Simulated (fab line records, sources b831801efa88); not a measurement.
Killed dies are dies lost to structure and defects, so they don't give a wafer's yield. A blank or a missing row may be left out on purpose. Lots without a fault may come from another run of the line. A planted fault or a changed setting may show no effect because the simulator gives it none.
Problem report in the 8D (eight disciplines) form, filled by code | flow sky130 | the parts of the form that need people (team, actions taken, sign-off) are left out

1. THE PROBLEM
prime_temp_c at SKY_VIA3_HMDS_05 reads a mean of 122.96 C on 6 wafers of 2 lots; wafers without a fault read 120.00 C with a standard deviation of 0.13. That is +23 standard deviations from the usual mean.
The step: prime time 60 s.
First seen on wafer L171.4, day 42 18:49, on litho_track-03. The record holds 42 wafers of 14 lots with a number at this step. Rule for "out", or "out of limits": more than 4 standard deviations from the usual mean. The other wafers with a number count as sound.

2. WHAT IT IS AND WHAT IT IS NOT
question                    | is                     | is not
which readings at this step | prime_temp_c           | -
which lots                  | L171, L173             | L160, L161, L162, L163, L165, L167, L170, L172, L174, L178, L179, L181
which wafers of those lots  | all that have a number | -
read on which tools         | litho_track-03         | litho_track-01
when                        | from day 42 18:49      | up to then (21 sound wafers); but 15 sound wafers of L172, L174, L178, L179, L181 came after

3. SUSPECTS, AND WHAT RULES EACH OUT
Counting: a tool at a process step up to the reading stays a suspect if it ran every lot that is out and no sound lot after the first of them.
- litho_track-03 at SKY_VIA3_HMDS_05 (prime time 60 s): kept. It ran every lot that is out, first L171 (day 42 18:49), and no sound lot after that; its last sound lot up to then is L170 (day 42 14:14). Its own readings are out on those wafers: prime_temp_c.
Left after counting: litho_track-03 at SKY_VIA3_HMDS_05.

4. THE CAUSE (what the simulator had put in)
Process parameter drift: litho_track-03, from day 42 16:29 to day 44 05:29, at SKY_VIA3_HMDS_05. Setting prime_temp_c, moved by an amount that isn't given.
Counting left only this tool.

5. THE CHAIN OF EFFECTS, in route order
Each row: a reading whose mean over the struck wafers that have a number lies more than 3 standard deviations from the usual. Only readings for which the record gives a usual standard deviation are gone through. hours: the time from each lot's start at the first step in this table that gives one to its start at this step, as a median over the lots. sigmas: the change in usual standard deviations.
hours | step             | reading      | usual    | on struck wafers | change | sigmas
0     | SKY_VIA3_HMDS_05 | prime_temp_c | 120.00 C | 122.96           | +2.96  | +23
The process steps in it:
- SKY_VIA3_HMDS_05: prime time 60 s.

6. WHAT WOULD HAVE CAUGHT IT SOONER
In this record the first reading out of limits was taken at day 42 18:49, 2 hours after the fault began at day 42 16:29.
